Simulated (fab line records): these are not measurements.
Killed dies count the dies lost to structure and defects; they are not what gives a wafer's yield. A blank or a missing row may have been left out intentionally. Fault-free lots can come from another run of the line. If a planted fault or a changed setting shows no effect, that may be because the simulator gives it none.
Comparing a struck lot with a sound one    flow sfq line    28 steps out of a route of 325
Sound: these wafers, L359.2, L359.3, L359.4. Wafers L371.3, L371.5, L371.6 were the ones struck. The cause comes at the end.
For every step that has rows: the tool of each side, followed by ch and its chambers, followed by its first start. Under that, the readings that differ: sound wafers    struck wafers    difference of the means    sigmas: that difference in standard deviations of wafers without a fault.
alike: readings whose means differ by less than 2 such deviations, and words and numbers that are the same on both sides. not compared: withheld readings, readings that some wafer has no value for, bounds like >300 that may hide the same value, and numbers for which the record gives no deviation and whose values overlap.
The two part at a step that has a row with sigmas, a row that says differs or no value, or rows on one side only. When numbers do not overlap yet have no deviation, they are printed without sigmas and do not part them. Lack of a reading on every wafer of one side parts them only where that side has two or more wafers.

first, 6 steps without rows for these wafers: SFQ_TRILAYER_M1_LITHO_COAT_044 (resist thk 61.27 nm); SFQ_TRILAYER_M1_LITHO_COAT_039 (resist thk 600 nm); SFQ_TRILAYER_M1_LITHO_SOFTBAKE_043; SFQ_TRILAYER_M1_LITHO_EXPOSE_040 (exposes mask M1, target cd 500 nm); SFQ_TRILAYER_M1_LITHO_PEB_042 (peb time 60 s); SFQ_TRILAYER_M1_LITHO_DEVELOP_041 (time 60 s).
SFQ_M1_OVL_MEAS_911:
  sound on overlay-02, day 24 11:53; struck on overlay-01, day 30 04:13
  alike: M1_OVL
SFQ_TRILAYER_M1_BARC_OPEN_METAL_ETCH_054: etches BARC in O2, target depth 125 nm, time 41.7 s.
  sound on rie metal-02 ch 0,1, day 24 11:55; struck on rie metal-01 ch 0,1, day 30 04:16
  alike: drypump motor current A, he backside leak sccm, oes product au
  not compared: rf hours counter h
SFQ_TRILAYER_M1_ETCH_METAL_ETCH_042: etches Nb in Cl2/Ar, stops on SiO2, target depth 240 nm, time 120 s.
  sound on rie metal-02 ch 0,1, day 24 11:58; struck on rie metal-01 ch 0,1, day 30 04:21
reading                sound              struck             difference  sigmas
oes product au (a.u.)  0.900 0.889 0.912  0.893 0.882 0.886  -0.013      -2
  alike: drypump motor current A, he backside leak sccm
  not compared: rf hours counter h
then, 2 steps without rows for these wafers: SFQ_TRILAYER_M1_STRIP_STRIP_043 (strips in O2); SFQ_TRILAYER_M1_STRIP_SOLV_CLEAN_044 (cleans in NMP, time 600 s).
SFQ_TRILAYER_I1_DEP_PECVD_045: deposits SiO2 from SiH4/N2O, time 111.11 s, target thk 500 nm.
  sound on pecvd-01 ch 0,1,2, day 24 12:52; struck on pecvd-01 ch 0,1, day 30 05:12
  alike: chamber pressure Torr, heater power w, throttle valve pct
SFQ_TRILAYER_I1_CMP_CMP_046: polishes SiO2.
  sound on cmp-02 ch 0,1,2, day 24 12:57; struck on cmp-02 ch 1,2,3, day 30 06:47
reading                                              sound              struck             difference  sigmas
time to endpoint s (s)                               204 207 213        211 231 224        +14         +2
model.SiO2_of_TRILAYER_I1_DEP_PECVD_045.thk nm (nm)  200.1 198.6 199.5  185.1 186.2 185.7  -13.7       
  alike: motor current A, platen rpm
SFQ_I1_BOW_MEAS_912:
  sound on film metro-01, day 24 15:58; struck on film metro-03, day 30 09:38
reading      sound      struck  difference                     sigmas
I1_BOW (um)  -11 -1 -7  - - -   no value on the struck wafers  
SFQ_TRILAYER_I1_METRO_MEASURE_047:
  sound on film metro-01, day 24 16:16; struck on film metro-03, day 30 12:31
reading      sound              struck             difference  sigmas
thk nm (nm)  200.3 198.8 199.5  185.1 186.2 185.8  -13.8       -15
then, 6 steps without rows for these wafers: SFQ_TRILAYER_I1_VIA_LITHO_COAT_054 (resist thk 62 nm); SFQ_TRILAYER_I1_VIA_LITHO_COAT_049 (resist thk 650 nm); SFQ_TRILAYER_I1_VIA_LITHO_SOFTBAKE_053; SFQ_TRILAYER_I1_VIA_LITHO_EXPOSE_050 (exposes mask I1, target cd 500 nm); SFQ_TRILAYER_I1_VIA_LITHO_PEB_052 (peb time 60 s); SFQ_TRILAYER_I1_VIA_LITHO_DEVELOP_051 (time 60 s).
-- the record jumps here: 6 days lie between the struck wafers' starts before and after --
SFQ_I1_OVL_MEAS_913:
  sound on overlay-02, day 31 07:56; struck on overlay-01, day 36 18:29
  alike: I1_OVL
SFQ_TRILAYER_I1_VIA_BARC_OPEN_VIA_ETCH_071: etches BARC in O2, target depth 125 nm, time 41.7 s.
  sound on rie diel-03 ch 1,2,3, day 31 07:58; struck on rie diel-02 ch 2,3, day 36 18:31
  alike: drypump motor current A, oes product au
  not compared: rf hours counter h
SFQ_TRILAYER_I1_VIA_ETCH_VIA_ETCH_052: etches SiO2 in CHF3, stops on Nb, target depth 260 nm.
  sound on rie diel-03 ch 1,2,3, day 31 08:01; struck on rie diel-02 ch 2,3, day 36 18:33
reading                         sound              struck             difference  sigmas
oes product au (a.u.)           0.853 0.845 0.854  0.820 0.827 0.816  -0.030      -5
model.I1.feature depth nm (nm)  200.1 198.6 199.5  185.1 186.2 185.7  -13.7       
model.etch.depth nm (nm)        200.1 198.6 199.5  185.1 186.2 185.7  -13.7       
  alike: drypump motor current A
then, 2 steps without rows for these wafers: SFQ_TRILAYER_I1_VIA_STRIP_STRIP_053 (strips in O2); SFQ_TRILAYER_I1_VIA_STRIP_SOLV_CLEAN_054 (cleans in NMP, time 600 s).
SFQ_TRILAYER_M2_DEP_PRE_CLEAN_056: time 22.5 s.
  sound on pvd sputter-04, day 31 08:54; struck on pvd sputter-03, day 36 19:26
reading                                              sound            struck             difference  sigmas
model.SiO2_of_TRILAYER_I1_DEP_PECVD_045.thk nm (nm)  192.6 191.1 192  177.6 178.7 178.2  -13.7       
SFQ_TRILAYER_M2_DEP_SPUTTER_055: material Nb, target thk 200 nm, time 133.3 s.
  sound on pvd sputter-04, day 31 08:56; struck on pvd sputter-03, day 36 19:28
  alike: throttle valve pct

WHERE THEY PART
Last at SFQ_TRILAYER_I1_VIA_ETCH_VIA_ETCH_052 as far as this record goes, first at SFQ_TRILAYER_M1_ETCH_METAL_ETCH_042. Later steps at which nothing parts them and some readings are alike: SFQ_TRILAYER_M2_DEP_SPUTTER_055.

WHY: what had been put in by the simulator
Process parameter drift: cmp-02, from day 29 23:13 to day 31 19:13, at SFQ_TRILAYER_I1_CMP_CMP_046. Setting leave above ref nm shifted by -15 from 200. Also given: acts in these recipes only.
